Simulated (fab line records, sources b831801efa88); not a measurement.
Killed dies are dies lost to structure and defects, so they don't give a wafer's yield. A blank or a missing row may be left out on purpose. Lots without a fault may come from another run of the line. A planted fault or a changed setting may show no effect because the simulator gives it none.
A struck lot beside a sound one | flow gf180mcu | 14 steps out of a route of 602
Sound: wafers L149.2, L149.4, L149.5. Struck: wafers L141.3, L141.4, L141.6. The cause comes at the end.
At each step with rows: each side's tool, then ch and its chambers, then its first start. Under that, the readings that differ: sound wafers | struck wafers | difference of the means | sigmas: that difference in standard deviations of wafers without a fault.
alike: readings whose means differ by less than 2 such deviations, and words and numbers that are the same on both sides. not compared: withheld readings, readings that some wafer has no value for, bounds like >300 that may hide the same value, and numbers for which the record gives no deviation and whose values overlap.
The two part at a step that has a row with sigmas, a row that says differs or no value, or rows on one side only. Numbers that don't overlap but have no deviation are shown without sigmas and don't part them. A reading that every wafer of one side lacks parts them only if that side has two wafers or more.

GF_M3_SPUTTER_00: material Ti, target thk 37.5 nm, time 150 s.
  sound on pvd_sputter-04, day 26 10:32; struck on pvd_sputter-03, day 23 04:41
  alike: cathode_dc_power_W, throttle_valve_pct
GF_M3_SPUTTER_01: material TiN, target thk 30 nm, time 25 s.
  sound on pvd_sputter-04, day 26 10:38; struck on pvd_sputter-03, day 23 04:47
  alike: cathode_dc_power_W, throttle_valve_pct
GF_M3_SPUTTER_02: material AlCu, target thk 450 nm, time 23.9 s.
  sound on pvd_sputter-04, day 26 10:40; struck on pvd_sputter-03, day 23 04:49
  alike: cathode_dc_power_W, throttle_valve_pct
GF_M3_SPUTTER_03: material Ti, target thk 10 nm, time 6.7 s.
  sound on pvd_sputter-04, day 26 10:41; struck on pvd_sputter-03, day 23 04:50
  alike: cathode_dc_power_W, throttle_valve_pct
GF_M3_SPUTTER_04: material TiN, target thk 50 nm, time 41.7 s.
  sound on pvd_sputter-04, day 26 10:43; struck on pvd_sputter-03, day 23 04:52
  alike: cathode_dc_power_W, throttle_valve_pct
GF_M3_RS_MEAS_05: measures by four-point-probe.
  sound on film_metro-01, day 26 10:46; struck on film_metro-01, day 23 04:56
  alike: M3_ALCU_RS
GF_M3_THK_MEAS_06: measures by xrf.
  sound on film_metro-01, day 26 10:53; struck on film_metro-01, day 23 05:02
  alike: M3_ALCU_THK
then, 5 steps without rows for these wafers: GF_M3_DEHYDRATE_07 (time 60 s); GF_M3_HMDS_08 (prime time 60 s); GF_M3_COAT_09 (resist thk 1000 nm); GF_M3_SOFTBAKE_10 (time 57.93 s); GF_M3_EXPOSE_11 (exposes mask Metal3, target cd 280 nm).
GF_M3_PEB_12: peb time 90 s.
  sound on litho_track-01 ch 0, day 27 06:08; struck on litho_track-03, day 24 03:20
  no value came back on the struck wafers for chill_plate_temp_C (C), exhaust_pa (Pa); on the sound wafers chill_plate_temp_C (C) reads 23.01 23.19 23.02
then, 1 step without rows for these wafers: GF_M3_DEVELOP_13 (develop time 60 s).

WHERE THEY PART
Only at GF_M3_PEB_12, within this record.

WHY: what the simulator had put in
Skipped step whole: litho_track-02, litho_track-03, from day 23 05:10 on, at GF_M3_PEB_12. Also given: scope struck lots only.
